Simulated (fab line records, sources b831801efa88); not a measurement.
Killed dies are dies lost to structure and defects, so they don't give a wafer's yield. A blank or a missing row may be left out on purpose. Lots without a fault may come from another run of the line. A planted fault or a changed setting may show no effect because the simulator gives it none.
fab line records | flow gf180mcu
record lots=13 wafers=39 last_day=33
route steps=602 shown STI@26 HV_LDD@198 V1@349
lots that met no fault: from a run of the same line without faults
start_h: hours from the record's first day to the start of the lot's first wafer shown | wait_h: hours since the lot's step before | " the same as in the row above | L1.1+2: a row that stands for several wafers | - no value, or no start given | * or withheld: withheld | < > ~ a bound
route shown NAME@n: a module of which the file shows steps, and the number in the route of the first | usual: mean/standard deviation of fault-free wafers | same: alike in all rows | chamber/n: place in a boat | sites: the reading at each site | _std_site: their standard deviation | _edge_site: outer sites' mean less inner sites' | radius_mm: how far each site lies from the wafer's centre | mask NAME#n: copy n | behind: the tool/chamber that last shaped the wafer | hold: why the lot was held/for how many hours/how that ended | device: the transistor (n, p or np) that didn't switch | end of line: the same wafers' tests at the end of the route | a step without rows: its recipe alone | killed: dies lost to structure and defects at the first sort, not the wafer's yield | map: a wafer's dies, x killed, . not, _ none there
set.NAME: the setting as run; set.NAME@STEP: as run at that earlier step | model.NAME: the simulator's own value behind a step, which no gauge read
steps of the route over a sample of lots; a table a step, a row a wafer
services: from which hour (start_h, from the record's first day; less than 0 if before it) a tool's chamber was out of use, for how many hours, and why
## steps
# step GF_STI_CMP_25
# recipe stop_on=Si3N4 t_overpolish_s=33 down_force_psi=4 platen_rpm=60 target_thk_nm=524.6 pad_velocity_m_s=0.94248
# usual motor_current_A=11.9/0.83 overpolish_run_s=33.000/0.0094 time_to_endpoint_s=125/5.8
# same t_overpolish_s=33
# columns lot.wafer tool chamber start_h wait_h motor_current_A overpolish_run_s time_to_endpoint_s
L506.4 cmp-01 2 27.34 0.0 13.0 32.986 129
L506.3 " 3 " " 10.6 32.996 116
L506.2 " 0 " " 10.7 32.990 123
L507.3 cmp-02 1 32.51 0.0 12.5 32.998 126
L507.2 " 0 " " 12.2 32.999 125
L507.6 " 2 " " 10.9 33.017 128
L508.4 cmp-02 3 38.98 0.0 12.7 33.008 125
L508.2 " 0 " " 12.2 32.993 129
L508.5 " 3 " " 13.0 33.007 128
L509.1 cmp-02 2 42.64 0.1 11.4 32.989 133
L509.2 " 0 " " 12.2 33.015 132
L509.6 " 3 " " 12.9 33.003 120
L510.4 cmp-01 2 47.86 0.1 11.7 33.000 134
L510.5 " 1 " " 12.4 32.998 132
L510.6 " 2 " " 12.6 32.996 129
L511.2 cmp-01 0 55.99 0.2 10.9 33.024 125
L511.6 " 1 " " 12.1 33.004 130
L511.5 " 2 " " 12.6 32.995 124
L512.4 cmp-02 0 58.38 0.0 12.9 33.003 129
L512.3 " 1 " " 11.9 32.995 131
L512.6 " 0 " " 12.2 33.001 128
L513.3 cmp-02 1 64.62 0.2 13.2 33.009 123
L513.6 " 2 " " 11.7 32.990 128
L513.5 " 3 " " 11.8 32.999 119
L514.1 cmp-02 0 70.79 0.1 12.5 33.012 128
L514.4 " 1 " " 12.5 32.988 123
L514.3 " 2 " " 10.9 32.996 128
L515.4 cmp-01 2 74.87 0.1 12.6 32.998 126
L515.3 " 3 " " 11.0 32.998 113
L515.5 " 1 " " 12.0 32.987 127
L516.4 cmp-01 1 81.84 0.0 12.3 33.016 134
L516.3 " 0 " " 11.1 33.020 125
L516.6 " 1 " " 11.8 32.986 131
L517.1 cmp-01 3 84.94 0.1 10.6 33.006 115
L517.5 " 1 " " 12.3 32.998 132
L517.6 " 2 " " 12.1 32.994 133
L522.1 cmp-01 2 110.11 0.1 12.2 33.001 129
L522.3 " 0 " " 10.4 33.004 127
L522.4 " 1 " " 12.3 33.006 128
# step GF_HV_LDD_STRIP_22
# recipe chemistry=O2/N2 power_w=1400 pressure_mtorr=1500 platen_temp_c=250 o2_flow_sccm=3000 n2_flow_sccm=300 overash_fraction=0.5
# usual drypump_motor_current_A=5.8/0.53 heater_power_w=352/26 oes_product_au=0.716/0.0047 platen_temp_c=249.98/0.17 strip_time_to_endpoint_s=12.62/0.037
# columns lot.wafer tool chamber start_h wait_h drypump_motor_current_A heater_power_w oes_product_au platen_temp_c rf_hours_counter_h strip_time_to_endpoint_s
L506.2 plasma_asher-02 1 235.70 0.1 5.6 333 0.714 250.01 13 12.68
L506.3 " 1 " " 5.6 329 0.725 249.98 - 12.69
L506.4 " 0 " " 6.8 338 0.710 249.94 - 12.69
L507.2 plasma_asher-03 0 241.34 0.1 6.2 382 0.715 250.35 63 12.66
L507.3 " 0 " " 6.3 385 0.716 249.93 - 12.64
L507.6 " 1 " " 5.4 366 0.720 249.86 - 12.67
L508.2 plasma_asher-01 1 251.79 0.1 5.7 392 0.722 250.20 58 12.62
L508.4 " 0 " " 5.3 306 0.714 249.79 - 12.61
L508.5 " 1 " " 5.7 381 0.724 250.08 - 12.59
L509.1 plasma_asher-01 1 257.19 0.1 5.8 391 0.721 250.31 59 12.63
L509.2 " 0 " " 5.3 311 0.714 250.21 59 12.63
L509.6 " 1 " " 5.8 378 0.715 250.08 - 12.63
L510.4 plasma_asher-01 0 265.87 0.1 5.3 316 0.718 249.66 - 12.63
L510.5 " 1 " " 5.7 377 0.716 250.08 - 12.65
L510.6 " 0 " " 5.3 325 0.720 249.89 - 12.65
L511.2 plasma_asher-02 1 279.45 0.1 5.6 337 0.726 249.86 16 12.65
L511.5 " 0 " " 6.8 339 0.711 250.21 - 12.67
L511.6 " 1 " " 5.6 336 0.713 249.94 - 12.62
L512.3 plasma_asher-02 0 283.32 0.1 6.8 337 0.717 250.06 - 12.63
L512.4 " 1 " " 5.6 335 0.718 250.32 - 12.61
L512.6 " 1 " " 5.6 333 0.717 250.45 - 12.64
L513.3 plasma_asher-02 0 290.83 0.1 6.8 337 0.711 250.11 - 12.62
L513.5 " 1 " " 5.6 331 0.710 249.89 - 12.58
L513.6 " 0 " " 6.8 336 0.717 249.77 - 12.60
L514.1 plasma_asher-03 1 297.84 0.1 5.4 375 0.714 249.86 70 12.62
L514.3 " 1 " " 5.3 370 0.712 249.96 - 12.61
L514.4 " 0 " " 6.3 380 0.712 250.11 - 12.59
L515.3 plasma_asher-02 1 306.74 0.1 5.7 337 0.717 250.14 - 12.61
L515.4 " 0 " " 6.9 329 0.720 249.90 - 12.58
L515.5 " 1 " " 5.6 335 0.714 250.01 - 12.63
L516.3 plasma_asher-03 0 313.70 0.1 6.2 376 0.713 249.93 - 12.55
L516.4 " 1 " " 5.4 365 0.708 249.72 - 12.56
L516.6 " 0 " " 6.2 356 0.713 249.86 - 12.54
L517.1 plasma_asher-03 0 319.70 0.1 6.3 366 0.717 249.77 73 12.53
L517.5 " 1 " " 5.4 364 0.709 249.98 - 12.59
L517.6 " 0 " " 6.3 388 0.716 249.99 - 12.53
L522.1 plasma_asher-02 1 358.67 0.1 5.7 336 0.885 250.15 23 -
L522.3 " 0 " " 6.8 335 0.884 250.03 - -
L522.4 " 1 " " 5.7 341 0.894 250.05 - -
# step GF_V1_CD_MEAS_14
# recipe target_cd_nm=260
# usual cd_nm=259.5/1.1
# columns lot.wafer tool chamber start_h wait_h cd_nm
L506.2 cd_sem-02 - 409.15 0.1 259.8
L506.3 " - " " 258.3
L506.4 " - " " 259.3
L507.2 cd_sem-02 - 419.40 0.1 258.4
L507.3 " - " " 259.7
L507.6 " - " " 259.8
L508.2 cd_sem-01 - 434.65 0.1 259.1
L508.4 " - " " 259.7
L508.5 " - " " 259.6
L509.1 cd_sem-01 - 437.65 0.1 261.1
L509.2 " - " " 260.2
L509.6 " - " " 261.8
L510.4 cd_sem-02 - 453.71 0.1 257.7
L510.5 " - " " 258.1
L510.6 " - " " 257.7
L511.2 cd_sem-02 - 465.33 0.1 259.0
L511.5 " - " " 258.3
L511.6 " - " " 259.2
L512.3 cd_sem-02 - 475.62 0.1 260.2
L512.4 " - " " 260.4
L512.6 " - " " 260.0
L513.3 cd_sem-02 - 481.09 0.1 261.5
L513.5 " - " " 260.3
L513.6 " - " " 259.8
L514.1 cd_sem-02 - 486.30 0.1 260.9
L514.3 " - " " 260.7
L514.4 " - " " 259.9
L515.3 cd_sem-02 - 497.99 0.1 258.6
L515.4 " - " " 258.0
L515.5 " - " " 257.1
L516.3 cd_sem-01 - 504.24 0.1 260.1
L516.4 " - " " 260.0
L516.6 " - " " 260.0
L517.1 cd_sem-01 - 509.28 0.1 259.6
L517.5 " - " " 260.8
L517.6 " - " " 259.7
L522.1 cd_sem-01 - 553.05 0.1 260.3
L522.3 " - " " 260.6
L522.4 " - " " 260.0
# step GF_V1_RS_MEAS_24
# recipe thk_meas_gauge=four-point-probe reads=W_of_V1_CVD_23+TiN_of_V1_SPUTTER_22+Ti_of_V1_SPUTTER_21
# usual V1_W_RS=0.327/0.0039
# columns lot.wafer tool chamber start_h wait_h V1_W_RS[ohm/sq]
L506.2 film_metro-04 - 410.33 0.2 0.328
L506.3 " - " " 0.327
L506.4 " - " " 0.326
L507.2 film_metro-04 - 420.46 0.1 0.332
L507.3 " - " " 0.327
L507.6 " - " " 0.322
L508.2 film_metro-02 - 435.76 0.1 0.330
L508.4 " - " " 0.323
L508.5 " - " " 0.328
L509.1 film_metro-02 - 438.75 0.1 0.322
L509.2 " - " " 0.323
L509.6 " - " " 0.323
L510.4 film_metro-03 - 454.74 0.1 0.323
L510.5 " - " " 0.327
L510.6 " - " " 0.325
L511.2 film_metro-02 - 466.36 0.1 0.321
L511.5 " - " " 0.327
L511.6 " - " " 0.321
L512.3 film_metro-03 - 476.68 0.1 0.328
L512.4 " - " " 0.327
L512.6 " - " " 0.329
L513.3 film_metro-02 - 482.13 0.1 0.327
L513.5 " - " " 0.327
L513.6 " - " " 0.318
L514.1 film_metro-02 - 487.35 0.1 0.336
L514.3 " - " " 0.324
L514.4 " - " " 0.335
L515.3 film_metro-03 - 499.04 0.1 0.328
L515.4 " - " " 0.328
L515.5 " - " " 0.333
L516.3 film_metro-02 - 505.27 0.1 0.319
L516.4 " - " " 0.325
L516.6 " - " " 0.319
L517.1 film_metro-03 - 510.35 0.1 0.325
L517.5 " - " " 0.331
L517.6 " - " " 0.321
L522.1 film_metro-04 - 554.08 0.1 0.324
L522.3 " - " " 0.331
L522.4 " - " " 0.327
## services
# columns tool chamber start_h hours kind
cmp-01 - 22.12 4.4 pm
cmp-02 - 56.70 0.8 repair
cmp-01 - 64.19 4.0 pm
plasma_asher-02 - 75.35 14.2 repair
plasma_asher-01 - 76.20 1.1 repair
cmp-02 - 97.69 4.8 pm
cmp-02 - 108.67 1.9 repair
plasma_asher-02 - 108.75 9.0 pm
cmp-02 - 114.18 1.3 repair
plasma_asher-01 - 148.65 1.4 repair
plasma_asher-01 - 163.07 14.6 pm
cmp-02 - 164.56 0.6 repair
plasma_asher-02 - 221.07 2.8 pm
cmp-02 - 232.09 4.0 pm
plasma_asher-02 - 254.07 18.4 pm
cmp-01 - 286.11 1.5 repair
plasma_asher-02 - 295.26 9.8 repair
cmp-02 - 303.41 0.8 repair
cmp-02 - 319.88 0.8 repair
cmp-01 - 320.64 3.5 pm
cmp-02 - 321.32 0.6 repair
cmp-01 - 328.28 2.0 repair
cmp-01 - 341.53 1.7 repair
cmp-01 - 356.12 71.9 repair
## key
first_sign step=GF_HV_LDD_STRIP_22 reading=oes_product_au direction=up sigmas=36 usual=0.716 struck=0.887
effect none on later readings
met_at GF_HV_LDD_STRIP_22
struck_lots L522
tester_left_out L522
not_acting_at GF_STI_CMP_25,GF_V1_CD_MEAS_14,GF_V1_RS_MEAS_24
onset_between 306.74 358.67
fault kind=strip_aborted tool=plasma_asher-02 chamber=- onset_h=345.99 steps=GF_HV_LDD_STRIP_22 offset=0.26409 end_h=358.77
# tester_left_out: of these lots the tester's yield and bins aren't shown, on N5 and GAA mostly nor the transistor test; their killed dies are dies lost to structure and defects alone, not to doping, threshold or leakage, so they don't give the yield
